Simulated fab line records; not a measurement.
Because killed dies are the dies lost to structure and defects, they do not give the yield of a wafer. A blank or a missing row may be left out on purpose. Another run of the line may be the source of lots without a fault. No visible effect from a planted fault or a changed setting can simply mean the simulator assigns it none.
fab line records :: flow gf180mcu
[record]
  lots = 14
  wafers = 42
  last-day = 34
route steps=602 shown SALICIDE@283 CONTACT@290 V1@339
lots that met no fault: taken from a fault-free run of the same line
start-h: start of the lot's first displayed wafer, in hours after the record's first day :: wait-h: time in hours since the lot's previous step :: " the same as in the row above :: L1.1+2: several wafers, shown together as one row :: - value missing, or start not given :: * or withheld: withheld :: < > ~ a bound
route shown NAME@n: NAME is a module with steps in the file, n the number in the route of the first one :: usual: average and standard deviation across the fault-free wafers :: same: alike in all rows :: chamber/n: place in a boat :: sites: per-site readings :: _std_site: standard deviation across them :: _edge_site: inner sites' mean taken away from outer sites' mean :: radius-mm: how far each site lies from the wafer's centre :: mask NAME#n: copy n :: behind: the most recent tool/chamber to have shaped the wafer :: hold: what put the lot on hold/how long, in hours/how the hold closed :: device: the n, p or np transistor that did not switch :: end of line: at the end of the route, the tests of the same wafers :: a step given without rows: its recipe and nothing more :: killed: not the wafer's yield, but the dies lost to structure and defects at the first sort :: map: dies across one wafer; x = killed, . = not, _ = none there
set.NAME: the setting that was run; set.NAME@STEP: the one run at that earlier step :: model.NAME: the simulator's own value behind a step, which no gauge read
steps of the route over a sample of lots; a table a step, a row a wafer
services: from which hour (start-h, from the record's first day; less than 0 if before it) a tool's chamber was out of use, for how many hours, and why
[[steps]]
[step GF_SALICIDE_THK_MEAS_05]
[recipe]
  thk-meas-gauge = xrf
  reads = TiN_of_SALICIDE_SPUTTER_03
[usual]
  SALICIDE_TIN_THK = 19.94/0.29
lot.wafer: L483.1
tool: film-metro-03
chamber: -
start-h: 342.28
wait-h: 0.1
SALICIDE_TIN_THK[nm]: 19.80

lot.wafer: L483.2
tool: film-metro-03
chamber: -
start-h: 342.28
wait-h: 0.1
SALICIDE_TIN_THK[nm]: 19.98

lot.wafer: L483.5
tool: film-metro-03
chamber: -
start-h: 342.28
wait-h: 0.1
SALICIDE_TIN_THK[nm]: 19.79

lot.wafer: L484.1
tool: film-metro-03
chamber: -
start-h: 349.43
wait-h: 0.1
SALICIDE_TIN_THK[nm]: 19.78

lot.wafer: L484.4
tool: film-metro-03
chamber: -
start-h: 349.43
wait-h: 0.1
SALICIDE_TIN_THK[nm]: 19.92

lot.wafer: L484.5
tool: film-metro-03
chamber: -
start-h: 349.43
wait-h: 0.1
SALICIDE_TIN_THK[nm]: 20.25

lot.wafer: L485.1
tool: film-metro-03
chamber: -
start-h: 361.32
wait-h: 0.1
SALICIDE_TIN_THK[nm]: 19.91

lot.wafer: L485.4
tool: film-metro-03
chamber: -
start-h: 361.32
wait-h: 0.1
SALICIDE_TIN_THK[nm]: 19.73

lot.wafer: L485.5
tool: film-metro-03
chamber: -
start-h: 361.32
wait-h: 0.1
SALICIDE_TIN_THK[nm]: 20.04

lot.wafer: L486.1
tool: film-metro-01
chamber: -
start-h: 364.68
wait-h: 0.1
SALICIDE_TIN_THK[nm]: 19.59

lot.wafer: L486.3
tool: film-metro-01
chamber: -
start-h: 364.68
wait-h: 0.1
SALICIDE_TIN_THK[nm]: 19.47

lot.wafer: L486.6
tool: film-metro-01
chamber: -
start-h: 364.68
wait-h: 0.1
SALICIDE_TIN_THK[nm]: 19.51

lot.wafer: L487.1
tool: film-metro-01
chamber: -
start-h: 374.97
wait-h: 0.1
SALICIDE_TIN_THK[nm]: 19.69

lot.wafer: L487.2
tool: film-metro-01
chamber: -
start-h: 374.97
wait-h: 0.1
SALICIDE_TIN_THK[nm]: 19.96

lot.wafer: L487.5
tool: film-metro-01
chamber: -
start-h: 374.97
wait-h: 0.1
SALICIDE_TIN_THK[nm]: 19.56

lot.wafer: L488.3
tool: film-metro-01
chamber: -
start-h: 383.29
wait-h: 0.1
SALICIDE_TIN_THK[nm]: 19.70

lot.wafer: L488.5
tool: film-metro-01
chamber: -
start-h: 383.29
wait-h: 0.1
SALICIDE_TIN_THK[nm]: 19.75

lot.wafer: L488.6
tool: film-metro-01
chamber: -
start-h: 383.29
wait-h: 0.1
SALICIDE_TIN_THK[nm]: 19.57

lot.wafer: L497.2
tool: film-metro-01
chamber: -
start-h: 462.27
wait-h: 0.1
SALICIDE_TIN_THK[nm]: 20.04

lot.wafer: L497.4
tool: film-metro-01
chamber: -
start-h: 462.27
wait-h: 0.1
SALICIDE_TIN_THK[nm]: 19.67

lot.wafer: L497.5
tool: film-metro-01
chamber: -
start-h: 462.27
wait-h: 0.1
SALICIDE_TIN_THK[nm]: 20.32

lot.wafer: L498.4
tool: film-metro-01
chamber: -
start-h: 471.70
wait-h: 0.1
SALICIDE_TIN_THK[nm]: 19.80

lot.wafer: L498.5
tool: film-metro-01
chamber: -
start-h: 471.70
wait-h: 0.1
SALICIDE_TIN_THK[nm]: 19.51

lot.wafer: L498.6
tool: film-metro-01
chamber: -
start-h: 471.70
wait-h: 0.1
SALICIDE_TIN_THK[nm]: 19.77

lot.wafer: L501.2
tool: film-metro-01
chamber: -
start-h: 495.57
wait-h: 0.1
SALICIDE_TIN_THK[nm]: 20.16

lot.wafer: L501.5
tool: film-metro-01
chamber: -
start-h: 495.57
wait-h: 0.1
SALICIDE_TIN_THK[nm]: 19.86

lot.wafer: L501.6
tool: film-metro-01
chamber: -
start-h: 495.57
wait-h: 0.1
SALICIDE_TIN_THK[nm]: 20.37

lot.wafer: L502.1
tool: film-metro-01
chamber: -
start-h: 502.12
wait-h: 0.1
SALICIDE_TIN_THK[nm]: 20.37

lot.wafer: L502.2
tool: film-metro-01
chamber: -
start-h: 502.12
wait-h: 0.1
SALICIDE_TIN_THK[nm]: 20.46

lot.wafer: L502.5
tool: film-metro-01
chamber: -
start-h: 502.12
wait-h: 0.1
SALICIDE_TIN_THK[nm]: 20.11

lot.wafer: L503.2
tool: film-metro-01
chamber: -
start-h: 507.23
wait-h: 0.1
SALICIDE_TIN_THK[nm]: 19.92

lot.wafer: L503.3
tool: film-metro-01
chamber: -
start-h: 507.23
wait-h: 0.1
SALICIDE_TIN_THK[nm]: 19.59

lot.wafer: L503.5
tool: film-metro-01
chamber: -
start-h: 507.23
wait-h: 0.1
SALICIDE_TIN_THK[nm]: 20.48

lot.wafer: L504.2
tool: film-metro-01
chamber: -
start-h: 523.53
wait-h: 0.1
SALICIDE_TIN_THK[nm]: 20.22

lot.wafer: L504.3
tool: film-metro-01
chamber: -
start-h: 523.53
wait-h: 0.1
SALICIDE_TIN_THK[nm]: 20.08

lot.wafer: L504.5
tool: film-metro-01
chamber: -
start-h: 523.53
wait-h: 0.1
SALICIDE_TIN_THK[nm]: 20.24

lot.wafer: L505.3
tool: film-metro-02
chamber: -
start-h: 528.69
wait-h: 0.1
SALICIDE_TIN_THK[nm]: 20.17

lot.wafer: L505.5
tool: film-metro-02
chamber: -
start-h: 528.69
wait-h: 0.1
SALICIDE_TIN_THK[nm]: 20.05

lot.wafer: L505.6
tool: film-metro-02
chamber: -
start-h: 528.69
wait-h: 0.1
SALICIDE_TIN_THK[nm]: 20.29

lot.wafer: L506.1
tool: film-metro-03
chamber: -
start-h: 535.92
wait-h: 0.1
SALICIDE_TIN_THK[nm]: 19.99

lot.wafer: L506.2
tool: film-metro-03
chamber: -
start-h: 535.92
wait-h: 0.1
SALICIDE_TIN_THK[nm]: 19.97

lot.wafer: L506.6
tool: film-metro-03
chamber: -
start-h: 535.92
wait-h: 0.1
SALICIDE_TIN_THK[nm]: 19.99
[step GF_CONTACT_THK_MEAS_03]
[recipe]
  reads = SiO2_of_CONTACT_CVD_02
[usual]
  CONTACT_CVD_02_THK = 856/12
lot.wafer: L483.1
tool: film-metro-02
chamber: -
start-h: 342.81
wait-h: 0.0
CONTACT_CVD_02_THK[nm]: 848

lot.wafer: L483.2
tool: film-metro-02
chamber: -
start-h: 342.81
wait-h: 0.0
CONTACT_CVD_02_THK[nm]: 863

lot.wafer: L483.5
tool: film-metro-02
chamber: -
start-h: 342.81
wait-h: 0.0
CONTACT_CVD_02_THK[nm]: 876

lot.wafer: L484.1
tool: film-metro-04
chamber: -
start-h: 349.96
wait-h: 0.0
CONTACT_CVD_02_THK[nm]: 850

lot.wafer: L484.4
tool: film-metro-04
chamber: -
start-h: 349.96
wait-h: 0.0
CONTACT_CVD_02_THK[nm]: 871

lot.wafer: L484.5
tool: film-metro-04
chamber: -
start-h: 349.96
wait-h: 0.0
CONTACT_CVD_02_THK[nm]: 859

lot.wafer: L485.1
tool: film-metro-04
chamber: -
start-h: 361.84
wait-h: 0.0
CONTACT_CVD_02_THK[nm]: 849

lot.wafer: L485.4
tool: film-metro-04
chamber: -
start-h: 361.84
wait-h: 0.0
CONTACT_CVD_02_THK[nm]: 864

lot.wafer: L485.5
tool: film-metro-04
chamber: -
start-h: 361.84
wait-h: 0.0
CONTACT_CVD_02_THK[nm]: 857

lot.wafer: L486.1
tool: film-metro-01
chamber: -
start-h: 365.21
wait-h: 0.0
CONTACT_CVD_02_THK[nm]: 836

lot.wafer: L486.3
tool: film-metro-01
chamber: -
start-h: 365.21
wait-h: 0.0
CONTACT_CVD_02_THK[nm]: 841

lot.wafer: L486.6
tool: film-metro-01
chamber: -
start-h: 365.21
wait-h: 0.0
CONTACT_CVD_02_THK[nm]: 850

lot.wafer: L487.1
tool: film-metro-02
chamber: -
start-h: 375.49
wait-h: 0.0
CONTACT_CVD_02_THK[nm]: 820

lot.wafer: L487.2
tool: film-metro-02
chamber: -
start-h: 375.49
wait-h: 0.0
CONTACT_CVD_02_THK[nm]: 832

lot.wafer: L487.5
tool: film-metro-02
chamber: -
start-h: 375.49
wait-h: 0.0
CONTACT_CVD_02_THK[nm]: 851

lot.wafer: L488.3
tool: film-metro-04
chamber: -
start-h: 383.95
wait-h: 0.1
CONTACT_CVD_02_THK[nm]: 861

lot.wafer: L488.5
tool: film-metro-04
chamber: -
start-h: 383.95
wait-h: 0.1
CONTACT_CVD_02_THK[nm]: 859

lot.wafer: L488.6
tool: film-metro-04
chamber: -
start-h: 383.95
wait-h: 0.1
CONTACT_CVD_02_THK[nm]: 873

lot.wafer: L497.2
tool: film-metro-04
chamber: -
start-h: 462.84
wait-h: 0.1
CONTACT_CVD_02_THK[nm]: 846

lot.wafer: L497.4
tool: film-metro-04
chamber: -
start-h: 462.84
wait-h: 0.1
CONTACT_CVD_02_THK[nm]: 860

lot.wafer: L497.5
tool: film-metro-04
chamber: -
start-h: 462.84
wait-h: 0.1
CONTACT_CVD_02_THK[nm]: 861

lot.wafer: L498.4
tool: film-metro-01
chamber: -
start-h: 472.22
wait-h: 0.0
CONTACT_CVD_02_THK[nm]: 899

lot.wafer: L498.5
tool: film-metro-01
chamber: -
start-h: 472.22
wait-h: 0.0
CONTACT_CVD_02_THK[nm]: 869

lot.wafer: L498.6
tool: film-metro-01
chamber: -
start-h: 472.22
wait-h: 0.0
CONTACT_CVD_02_THK[nm]: 867

lot.wafer: L501.2
tool: film-metro-01
chamber: -
start-h: 496.10
wait-h: 0.0
CONTACT_CVD_02_THK[nm]: 859

lot.wafer: L501.5
tool: film-metro-01
chamber: -
start-h: 496.10
wait-h: 0.0
CONTACT_CVD_02_THK[nm]: 870

lot.wafer: L501.6
tool: film-metro-01
chamber: -
start-h: 496.10
wait-h: 0.0
CONTACT_CVD_02_THK[nm]: 876

lot.wafer: L502.1
tool: film-metro-04
chamber: -
start-h: 502.64
wait-h: 0.0
CONTACT_CVD_02_THK[nm]: 848

lot.wafer: L502.2
tool: film-metro-04
chamber: -
start-h: 502.64
wait-h: 0.0
CONTACT_CVD_02_THK[nm]: 853

lot.wafer: L502.5
tool: film-metro-04
chamber: -
start-h: 502.64
wait-h: 0.0
CONTACT_CVD_02_THK[nm]: 855

lot.wafer: L503.2
tool: film-metro-02
chamber: -
start-h: 507.76
wait-h: 0.0
CONTACT_CVD_02_THK[nm]: 845

lot.wafer: L503.3
tool: film-metro-02
chamber: -
start-h: 507.76
wait-h: 0.0
CONTACT_CVD_02_THK[nm]: 850

lot.wafer: L503.5
tool: film-metro-02
chamber: -
start-h: 507.76
wait-h: 0.0
CONTACT_CVD_02_THK[nm]: 860

lot.wafer: L504.2
tool: film-metro-02
chamber: -
start-h: 524.16
wait-h: 0.0
CONTACT_CVD_02_THK[nm]: 863

lot.wafer: L504.3
tool: film-metro-02
chamber: -
start-h: 524.16
wait-h: 0.0
CONTACT_CVD_02_THK[nm]: 868

lot.wafer: L504.5
tool: film-metro-02
chamber: -
start-h: 524.16
wait-h: 0.0
CONTACT_CVD_02_THK[nm]: 868

lot.wafer: L505.3
tool: film-metro-01
chamber: -
start-h: 529.22
wait-h: 0.1
CONTACT_CVD_02_THK[nm]: 849

lot.wafer: L505.5
tool: film-metro-01
chamber: -
start-h: 529.22
wait-h: 0.1
CONTACT_CVD_02_THK[nm]: 884

lot.wafer: L505.6
tool: film-metro-01
chamber: -
start-h: 529.22
wait-h: 0.1
CONTACT_CVD_02_THK[nm]: 868

lot.wafer: L506.1
tool: film-metro-04
chamber: -
start-h: 536.77
wait-h: 0.0
CONTACT_CVD_02_THK[nm]: 844

lot.wafer: L506.2
tool: film-metro-04
chamber: -
start-h: 536.77
wait-h: 0.0
CONTACT_CVD_02_THK[nm]: 854

lot.wafer: L506.6
tool: film-metro-04
chamber: -
start-h: 536.77
wait-h: 0.0
CONTACT_CVD_02_THK[nm]: 860
[step GF_CONTACT_DEVELOP_13]
[recipe]
  develop-time-s = 60
  resist = KrF
  dev-temp-c = 21
[usual]
  developer-temp-C = 21.02/0.11
  exhaust-pa = 44.9/0.84
lot.wafer: L483.1
tool: litho-track-03
chamber: 0
start-h: 364.96
wait-h: 0.2
developer-temp-C: 20.97
exhaust-pa: 45.8

lot.wafer: L483.2
tool: litho-track-03
chamber: 0
start-h: 364.96
wait-h: 0.2
developer-temp-C: 21.08
exhaust-pa: 45.4

lot.wafer: L483.5
tool: litho-track-03
chamber: 0
start-h: 364.96
wait-h: 0.2
developer-temp-C: 21.08
exhaust-pa: 45.4

lot.wafer: L484.1
tool: litho-track-03
chamber: 0
start-h: 372.11
wait-h: 0.2
developer-temp-C: 20.90
exhaust-pa: 44.7

lot.wafer: L484.4
tool: litho-track-03
chamber: 0
start-h: 372.11
wait-h: 0.2
developer-temp-C: 21.00
exhaust-pa: 44.7

lot.wafer: L484.5
tool: litho-track-03
chamber: 0
start-h: 372.11
wait-h: 0.2
developer-temp-C: 21.02
exhaust-pa: 44.8

lot.wafer: L485.1
tool: litho-track-01
chamber: 0
start-h: 384.55
wait-h: 0.2
developer-temp-C: 21.11
exhaust-pa: 44.9

lot.wafer: L485.4
tool: litho-track-01
chamber: 0
start-h: 384.55
wait-h: 0.2
developer-temp-C: 21.07
exhaust-pa: 45.5

lot.wafer: L485.5
tool: litho-track-01
chamber: 0
start-h: 384.55
wait-h: 0.2
developer-temp-C: 21.13
exhaust-pa: 45.5

lot.wafer: L486.1
tool: litho-track-03
chamber: 0
start-h: 388.16
wait-h: 0.2
developer-temp-C: 21.91
exhaust-pa: 45.9

lot.wafer: L486.3
tool: litho-track-03
chamber: 0
start-h: 388.16
wait-h: 0.2
developer-temp-C: 22.03
exhaust-pa: 46.0

lot.wafer: L486.6
tool: litho-track-03
chamber: 0
start-h: 388.16
wait-h: 0.2
developer-temp-C: 21.90
exhaust-pa: 45.7

lot.wafer: L487.1
tool: litho-track-02
chamber: 0
start-h: 398.85
wait-h: 0.2
developer-temp-C: 20.91
exhaust-pa: 43.9

lot.wafer: L487.2
tool: litho-track-02
chamber: 0
start-h: 398.85
wait-h: 0.2
developer-temp-C: 21.01
exhaust-pa: 45.1

lot.wafer: L487.5
tool: litho-track-02
chamber: 0
start-h: 398.85
wait-h: 0.2
developer-temp-C: 20.96
exhaust-pa: 43.8

lot.wafer: L488.3
tool: litho-track-03
chamber: 0
start-h: 407.81
wait-h: 0.1
developer-temp-C: 21.83
exhaust-pa: 45.9

lot.wafer: L488.5
tool: litho-track-03
chamber: 0
start-h: 407.81
wait-h: 0.1
developer-temp-C: 21.88
exhaust-pa: 43.8

lot.wafer: L488.6
tool: litho-track-03
chamber: 0
start-h: 407.81
wait-h: 0.1
developer-temp-C: 21.85
exhaust-pa: 45.9

lot.wafer: L497.2
tool: litho-track-03
chamber: 0
start-h: 487.73
wait-h: 0.2
developer-temp-C: 20.87
exhaust-pa: 45.4

lot.wafer: L497.4
tool: litho-track-03
chamber: 0
start-h: 487.73
wait-h: 0.2
developer-temp-C: 20.68
exhaust-pa: 45.4

lot.wafer: L497.5
tool: litho-track-03
chamber: 0
start-h: 487.73
wait-h: 0.2
developer-temp-C: 20.89
exhaust-pa: 44.8

lot.wafer: L498.4
tool: litho-track-02
chamber: 0
start-h: 496.77
wait-h: 0.1
developer-temp-C: 21.06
exhaust-pa: 44.2

lot.wafer: L498.5
tool: litho-track-02
chamber: 0
start-h: 496.77
wait-h: 0.1
developer-temp-C: 20.92
exhaust-pa: 43.4

lot.wafer: L498.6
tool: litho-track-02
chamber: 0
start-h: 496.77
wait-h: 0.1
developer-temp-C: 21.27
exhaust-pa: 44.5

lot.wafer: L501.2
tool: litho-track-02
chamber: 0
start-h: 519.92
wait-h: 0.2
developer-temp-C: 21.14
exhaust-pa: 44.9

lot.wafer: L501.5
tool: litho-track-02
chamber: 0
start-h: 519.92
wait-h: 0.2
developer-temp-C: 21.09
exhaust-pa: 44.3

lot.wafer: L501.6
tool: litho-track-02
chamber: 0
start-h: 519.92
wait-h: 0.2
developer-temp-C: 21.06
exhaust-pa: 45.2

lot.wafer: L502.1
tool: litho-track-03
chamber: 0
start-h: 526.36
wait-h: 0.2
developer-temp-C: 20.97
exhaust-pa: 45.5

lot.wafer: L502.2
tool: litho-track-03
chamber: 0
start-h: 526.36
wait-h: 0.2
developer-temp-C: 20.92
exhaust-pa: 44.2

lot.wafer: L502.5
tool: litho-track-03
chamber: 0
start-h: 526.36
wait-h: 0.2
developer-temp-C: 21.08
exhaust-pa: 44.7

lot.wafer: L503.2
tool: litho-track-01
chamber: 0
start-h: 531.07
wait-h: 0.2
developer-temp-C: 21.23
exhaust-pa: 44.4

lot.wafer: L503.3
tool: litho-track-01
chamber: 0
start-h: 531.07
wait-h: 0.2
developer-temp-C: 21.21
exhaust-pa: 45.6

lot.wafer: L503.5
tool: litho-track-01
chamber: 0
start-h: 531.07
wait-h: 0.2
developer-temp-C: 20.99
exhaust-pa: 45.2

lot.wafer: L504.2
tool: litho-track-02
chamber: 0
start-h: 546.87
wait-h: 0.2
developer-temp-C: 20.88
exhaust-pa: 44.9

lot.wafer: L504.3
tool: litho-track-02
chamber: 0
start-h: 546.87
wait-h: 0.2
developer-temp-C: 20.94
exhaust-pa: 43.7

lot.wafer: L504.5
tool: litho-track-02
chamber: 0
start-h: 546.87
wait-h: 0.2
developer-temp-C: 20.84
exhaust-pa: 43.6

lot.wafer: L505.3
tool: litho-track-01
chamber: 0
start-h: 551.60
wait-h: 0.1
developer-temp-C: 21.13
exhaust-pa: 43.5

lot.wafer: L505.5
tool: litho-track-01
chamber: 0
start-h: 551.60
wait-h: 0.1
developer-temp-C: 21.18
exhaust-pa: 45.0

lot.wafer: L505.6
tool: litho-track-01
chamber: 0
start-h: 551.60
wait-h: 0.1
developer-temp-C: 20.82
exhaust-pa: 45.5

lot.wafer: L506.1
tool: litho-track-03
chamber: 0
start-h: 558.91
wait-h: 0.2
developer-temp-C: 20.85
exhaust-pa: 43.4

lot.wafer: L506.2
tool: litho-track-03
chamber: 0
start-h: 558.91
wait-h: 0.2
developer-temp-C: 20.92
exhaust-pa: 44.0

lot.wafer: L506.6
tool: litho-track-03
chamber: 0
start-h: 558.91
wait-h: 0.2
developer-temp-C: 21.01
exhaust-pa: 44.0
[step GF_V1_CMP_04]
[recipe]
  material = SiO2
  down-force-psi = 4
  platen-rpm = 60
  pad-velocity-m-s = 0.94248
[usual]
  edge-zone-pressure-frac = 1.000/0.0045
  motor-current-A = 11.7/1
  time-to-endpoint-s = 84/5.9
lot.wafer: L483.2
tool: cmp-01
chamber: 3
start-h: 389.87
wait-h: 0.1
edge-zone-pressure-frac: 0.997
motor-current-A: 11.5
time-to-endpoint-s: 84

lot.wafer: L483.1
tool: cmp-01
chamber: 0
start-h: 389.87
wait-h: 0.1
edge-zone-pressure-frac: 0.996
motor-current-A: 11.3
time-to-endpoint-s: 83

lot.wafer: L483.5
tool: cmp-01
chamber: 1
start-h: 389.87
wait-h: 0.1
edge-zone-pressure-frac: 1.001
motor-current-A: 12.6
time-to-endpoint-s: 91

lot.wafer: L484.1
tool: cmp-02
chamber: 1
start-h: 398.01
wait-h: 0.1
edge-zone-pressure-frac: 0.995
motor-current-A: 9.8
time-to-endpoint-s: 82

lot.wafer: L484.4
tool: cmp-02
chamber: 2
start-h: 398.01
wait-h: 0.1
edge-zone-pressure-frac: 1.000
motor-current-A: 12.1
time-to-endpoint-s: 91

lot.wafer: L484.5
tool: cmp-02
chamber: 2
start-h: 398.01
wait-h: 0.1
edge-zone-pressure-frac: 1.001
motor-current-A: 11.8
time-to-endpoint-s: 89

lot.wafer: L485.4
tool: cmp-02
chamber: 2
start-h: 410.06
wait-h: 0.0
edge-zone-pressure-frac: 0.990
motor-current-A: 12.0
time-to-endpoint-s: 93

lot.wafer: L485.1
tool: cmp-02
chamber: 1
start-h: 410.06
wait-h: 0.0
edge-zone-pressure-frac: 0.999
motor-current-A: 9.7
time-to-endpoint-s: 81

lot.wafer: L485.5
tool: cmp-02
chamber: 2
start-h: 410.06
wait-h: 0.0
edge-zone-pressure-frac: 0.995
motor-current-A: 12.2
time-to-endpoint-s: 91

lot.wafer: L486.1
tool: cmp-02
chamber: 3
start-h: 414.52
wait-h: 0.1
edge-zone-pressure-frac: 0.994
motor-current-A: 11.9
time-to-endpoint-s: 80

lot.wafer: L486.3
tool: cmp-02
chamber: 0
start-h: 414.52
wait-h: 0.1
edge-zone-pressure-frac: 1.001
motor-current-A: 12.6
time-to-endpoint-s: 95

lot.wafer: L486.6
tool: cmp-02
chamber: 0
start-h: 414.52
wait-h: 0.1
edge-zone-pressure-frac: 0.999
motor-current-A: 13.3
time-to-endpoint-s: 94

lot.wafer: L487.2
tool: cmp-01
chamber: 3
start-h: 426.07
wait-h: 0.0
edge-zone-pressure-frac: 0.998
motor-current-A: 11.5
time-to-endpoint-s: 82

lot.wafer: L487.1
tool: cmp-01
chamber: 0
start-h: 426.07
wait-h: 0.0
edge-zone-pressure-frac: 1.004
motor-current-A: 11.0
time-to-endpoint-s: 69

lot.wafer: L487.5
tool: cmp-01
chamber: 0
start-h: 426.07
wait-h: 0.0
edge-zone-pressure-frac: 1.006
motor-current-A: 11.1
time-to-endpoint-s: 80

lot.wafer: L488.3
tool: cmp-01
chamber: 3
start-h: 434.80
wait-h: 0.1
edge-zone-pressure-frac: 1.006
motor-current-A: 10.7
time-to-endpoint-s: 82

lot.wafer: L488.5
tool: cmp-01
chamber: 2
start-h: 434.80
wait-h: 0.1
edge-zone-pressure-frac: 1.003
motor-current-A: 11.7
time-to-endpoint-s: 86

lot.wafer: L488.6
tool: cmp-01
chamber: 3
start-h: 434.80
wait-h: 0.1
edge-zone-pressure-frac: 0.999
motor-current-A: 11.0
time-to-endpoint-s: 88

lot.wafer: L497.2
tool: cmp-02
chamber: 0
start-h: 514.30
wait-h: 0.1
edge-zone-pressure-frac: 1.003
motor-current-A: 13.1
time-to-endpoint-s: 78

lot.wafer: L497.4
tool: cmp-02
chamber: 1
start-h: 514.30
wait-h: 0.1
edge-zone-pressure-frac: 1.002
motor-current-A: 10.1
time-to-endpoint-s: 78

lot.wafer: L497.5
tool: cmp-02
chamber: 2
start-h: 514.30
wait-h: 0.1
edge-zone-pressure-frac: 0.998
motor-current-A: 12.5
time-to-endpoint-s: 87

lot.wafer: L498.4
tool: cmp-02
chamber: 0
start-h: 522.93
wait-h: 0.0
edge-zone-pressure-frac: 1.001
motor-current-A: 12.8
time-to-endpoint-s: 95

lot.wafer: L498.5
tool: cmp-02
chamber: 0
start-h: 522.93
wait-h: 0.0
edge-zone-pressure-frac: 0.994
motor-current-A: 12.2
time-to-endpoint-s: 92

lot.wafer: L498.6
tool: cmp-02
chamber: 1
start-h: 522.93
wait-h: 0.0
edge-zone-pressure-frac: 1.002
motor-current-A: 10.2
time-to-endpoint-s: 88

lot.wafer: L501.2
tool: cmp-02
chamber: 0
start-h: 546.41
wait-h: 0.1
edge-zone-pressure-frac: 1.002
motor-current-A: 13.2
time-to-endpoint-s: 86

lot.wafer: L501.5
tool: cmp-02
chamber: 2
start-h: 546.41
wait-h: 0.1
edge-zone-pressure-frac: 1.001
motor-current-A: 11.9
time-to-endpoint-s: 90

lot.wafer: L501.6
tool: cmp-02
chamber: 3
start-h: 546.41
wait-h: 0.1
edge-zone-pressure-frac: 1.003
motor-current-A: 12.7
time-to-endpoint-s: 89

lot.wafer: L502.2
tool: cmp-02
chamber: 3
start-h: 551.26
wait-h: 0.1
edge-zone-pressure-frac: 0.993
motor-current-A: 11.7
time-to-endpoint-s: 82

lot.wafer: L502.1
tool: cmp-02
chamber: 0
start-h: 551.26
wait-h: 0.1
edge-zone-pressure-frac: 1.000
motor-current-A: 13.5
time-to-endpoint-s: 89

lot.wafer: L502.5
tool: cmp-02
chamber: 2
start-h: 551.26
wait-h: 0.1
edge-zone-pressure-frac: 1.001
motor-current-A: 12.0
time-to-endpoint-s: 92

lot.wafer: L503.2
tool: cmp-02
chamber: 3
start-h: 557.00
wait-h: 0.1
edge-zone-pressure-frac: 1.001
motor-current-A: 12.3
time-to-endpoint-s: 84

lot.wafer: L503.3
tool: cmp-02
chamber: 0
start-h: 557.00
wait-h: 0.1
edge-zone-pressure-frac: 0.993
motor-current-A: 13.5
time-to-endpoint-s: 91

lot.wafer: L503.5
tool: cmp-02
chamber: 2
start-h: 557.00
wait-h: 0.1
edge-zone-pressure-frac: 0.997
motor-current-A: 12.6
time-to-endpoint-s: 99

lot.wafer: L504.3
tool: cmp-01
chamber: 1
start-h: 571.60
wait-h: 0.0
edge-zone-pressure-frac: 0.997
motor-current-A: 11.8
time-to-endpoint-s: 76

lot.wafer: L504.2
tool: cmp-01
chamber: 2
start-h: 571.60
wait-h: 0.0
edge-zone-pressure-frac: 0.993
motor-current-A: 12.2
time-to-endpoint-s: 86

lot.wafer: L504.5
tool: cmp-01
chamber: 2
start-h: 571.60
wait-h: 0.0
edge-zone-pressure-frac: 0.999
motor-current-A: 12.1
time-to-endpoint-s: 84

lot.wafer: L505.3
tool: cmp-01
chamber: 3
start-h: 575.95
wait-h: 0.3
edge-zone-pressure-frac: 1.000
motor-current-A: 11.4
time-to-endpoint-s: 77

lot.wafer: L505.5
tool: cmp-01
chamber: 2
start-h: 575.95
wait-h: 0.3
edge-zone-pressure-frac: 1.008
motor-current-A: 12.2
time-to-endpoint-s: 81

lot.wafer: L505.6
tool: cmp-01
chamber: 3
start-h: 575.95
wait-h: 0.3
edge-zone-pressure-frac: 0.991
motor-current-A: 11.5
time-to-endpoint-s: 82

lot.wafer: L506.2
tool: cmp-01
chamber: 1
start-h: 582.87
wait-h: 0.0
edge-zone-pressure-frac: 0.992
motor-current-A: 12.8
time-to-endpoint-s: 69

lot.wafer: L506.1
tool: cmp-01
chamber: 3
start-h: 582.87
wait-h: 0.0
edge-zone-pressure-frac: 0.998
motor-current-A: 11.3
time-to-endpoint-s: 73

lot.wafer: L506.6
tool: cmp-01
chamber: 2
start-h: 582.87
wait-h: 0.0
edge-zone-pressure-frac: 1.005
motor-current-A: 12.5
time-to-endpoint-s: 79
[[services]]
tool: cmp-02
chamber: -
start-h: 351.81
hours: 0.5
kind: repair

tool: cmp-01
chamber: -
start-h: 360.70
hours: 2.2
kind: repair

tool: cmp-02
chamber: -
start-h: 366.06
hours: 4.9
kind: pm

tool: cmp-02
chamber: -
start-h: 376.04
hours: 1.6
kind: repair

tool: cmp-02
chamber: -
start-h: 382.24
hours: 1.5
kind: repair

tool: cmp-01
chamber: -
start-h: 404.05
hours: 4.0
kind: pm

tool: cmp-01
chamber: -
start-h: 407.73
hours: 0.3
kind: repair

tool: cmp-01
chamber: -
start-h: 408.05
hours: -
kind: consumable-replace:conditioner

tool: cmp-01
chamber: -
start-h: 408.05
hours: -
kind: consumable-replace:pad

tool: cmp-02
chamber: -
start-h: 426.71
hours: 0.7
kind: repair

tool: cmp-02
chamber: -
start-h: 428.71
hours: 0.8
kind: repair

tool: litho-track-02
chamber: -
start-h: 439.48
hours: -
kind: consumable-replace:filter

tool: cmp-02
chamber: -
start-h: 451.25
hours: 3.4
kind: repair

tool: cmp-01
chamber: -
start-h: 459.50
hours: 4.1
kind: repair

tool: cmp-01
chamber: -
start-h: 461.23
hours: 1.6
kind: repair

tool: cmp-01
chamber: -
start-h: 466.02
hours: 2.1
kind: repair

tool: cmp-01
chamber: -
start-h: 482.29
hours: 1.3
kind: repair

tool: litho-track-01
chamber: -
start-h: 496.87
hours: -
kind: consumable-replace:filter

tool: cmp-02
chamber: -
start-h: 544.26
hours: 2.0
kind: repair

tool: cmp-01
chamber: -
start-h: 553.68
hours: 6.1
kind: pm

tool: cmp-01
chamber: -
start-h: 563.97
hours: 3.2
kind: repair

tool: cmp-02
chamber: -
start-h: 572.17
hours: 4.0
kind: pm

tool: cmp-02
chamber: -
start-h: 576.17
hours: -
kind: consumable-replace:conditioner

tool: cmp-02
chamber: -
start-h: 576.17
hours: -
kind: consumable-replace:pad
[[key]]
[first-sign]
  step = GF_CONTACT_DEVELOP_13
  reading = developer-temp-C
  direction = up
  sigmas = 8.2
  usual = *
  struck = *
effect none on later readings
met-at GF_CONTACT_DEVELOP_13
struck-lots L486,L488
tester-left-out L486,L488
not-acting-at GF_SALICIDE_THK_MEAS_05,GF_CONTACT_THK_MEAS_03,GF_V1_CMP_04
onset-between 372.11 388.16
[fault]
  kind = process-parameter-drift
  tool = litho-track-03
  chamber = -
  onset-h = 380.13
  steps = GF_CONTACT_DEVELOP_13
  channel = dev-temp-c
  offset = *
  shape = step
  end-h = 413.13
  acts-in = *
  stated = *
// tester-left-out: of these lots the tester's yield and bins aren't shown, on N5 and GAA mostly nor the transistor test; their killed dies are dies lost to structure and defects alone, not to doping, threshold or leakage, so they don't give the yield
